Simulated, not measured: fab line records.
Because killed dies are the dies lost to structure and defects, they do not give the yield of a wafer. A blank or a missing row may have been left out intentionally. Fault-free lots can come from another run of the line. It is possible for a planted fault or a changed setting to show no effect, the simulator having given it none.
A lot that was struck, set against a sound lot | flow sky130 | 18 steps out of a route of 708
Sound: wafers L644.1, L644.2, L644.3. The struck wafers were L652.1, L652.3, L652.4. The cause comes at the end.
Each step with rows lists, per side, the tool, then ch with its chambers, then its first start. Under that, the readings that differ: sound wafers | struck wafers | difference of the means | sigmas: that difference in standard deviations of wafers without a fault.
alike: readings whose means differ by less than 2 such deviations, and words and numbers that are the same on both sides. not compared: withheld readings, readings that some wafer has no value for, bounds like >300 that may hide the same value, and numbers for which the record gives no deviation and whose values overlap.
The two part at a step that has a row with sigmas, a row that says differs or no value, or rows on one side only. Numbers that have no deviation but don't overlap get no sigmas and don't part them. Lack of a reading on every wafer of one side parts them only where that side has two or more wafers.

SKY_NWELL_OVL_MEAS_10:
  sound on overlay-02, day 5 02:47; struck on overlay-01, day 7 02:35
  alike: NWELL_00_OVL
then, 3 steps without rows for these wafers: SKY_NWELL_IMPLANT_11; SKY_NWELL_IMPLANT_12; SKY_NWELL_IMPLANT_13.
SKY_NWELL_STRIP_14: strips in O2/N2.
  sound on plasma asher-01 ch 0,1, day 5 03:16; struck on plasma asher-03 ch 0,1, day 7 03:04
  alike: drypump motor current A, oes product au, strip time to endpoint s
  not compared: rf hours counter h
SKY_NWELL_TW_MEAS_15:
  sound on film metro-03, day 5 03:22; struck on film metro-01, day 7 03:10
  alike: NWELL_TW
then, 6 steps without rows for these wafers: SKY_NWELL_DEHYDRATE_16 (time 60 s); SKY_NWELL_HMDS_17 (prime time 60 s); SKY_NWELL_COAT_18 (resist thk 3000 nm); SKY_NWELL_SOFTBAKE_19; SKY_NWELL_EXPOSE_20 (exposes mask NWM COMPLEMENT, target cd 840 nm); SKY_NWELL_PEB_21.
SKY_NWELL_DEVELOP_22: develop time 60 s.
  sound on litho track-04 ch 0, day 5 20:00; struck on litho track-04 ch 0, day 7 22:00
  alike: chill plate temp C
SKY_NWELL_OVL_MEAS_23:
  sound on overlay-01, day 5 20:53; struck on overlay-01, day 7 22:44
  reading           | sound         | struck | difference                    | sigmas
  NWELL_01_OVL (nm) | -1.8 0.4 -0.5 | - - -  | no value on the struck wafers |
next, for these wafers, 1 step has no rows: SKY_NWELL_IMPLANT_24.
SKY_NWELL_STRIP_25: strips in O2/N2.
  sound on plasma asher-04 ch 0,1, day 5 21:04; struck on plasma asher-01 ch 0,1, day 7 22:55
  reading                      | sound             | struck            | difference | sigmas
  strip time to endpoint s (s) | 36.97 36.89 36.99 | 37.24 37.25 37.16 | +0.27      | +2
  alike: drypump motor current A, oes product au
  not compared: rf hours counter h
SKY_NWELL_TW_MEAS_26:
  sound on film metro-03, day 5 21:10; struck on film metro-03, day 7 23:01
  reading    | sound             | struck         | difference | sigmas
  NWELL_2_TW | 504.9 503.3 503.4 | 30.6 30.4 30.5 | -473.4     | -99 or more
then, 1 step without rows for these wafers: SKY_NWELL_CLEAN_27 (cleans in SC1/SC2, time 150 s).

## WHERE THEY PART
First at SKY_NWELL_OVL_MEAS_23; last, within this record, at SKY_NWELL_TW_MEAS_26.

WHY: what the simulator had put in
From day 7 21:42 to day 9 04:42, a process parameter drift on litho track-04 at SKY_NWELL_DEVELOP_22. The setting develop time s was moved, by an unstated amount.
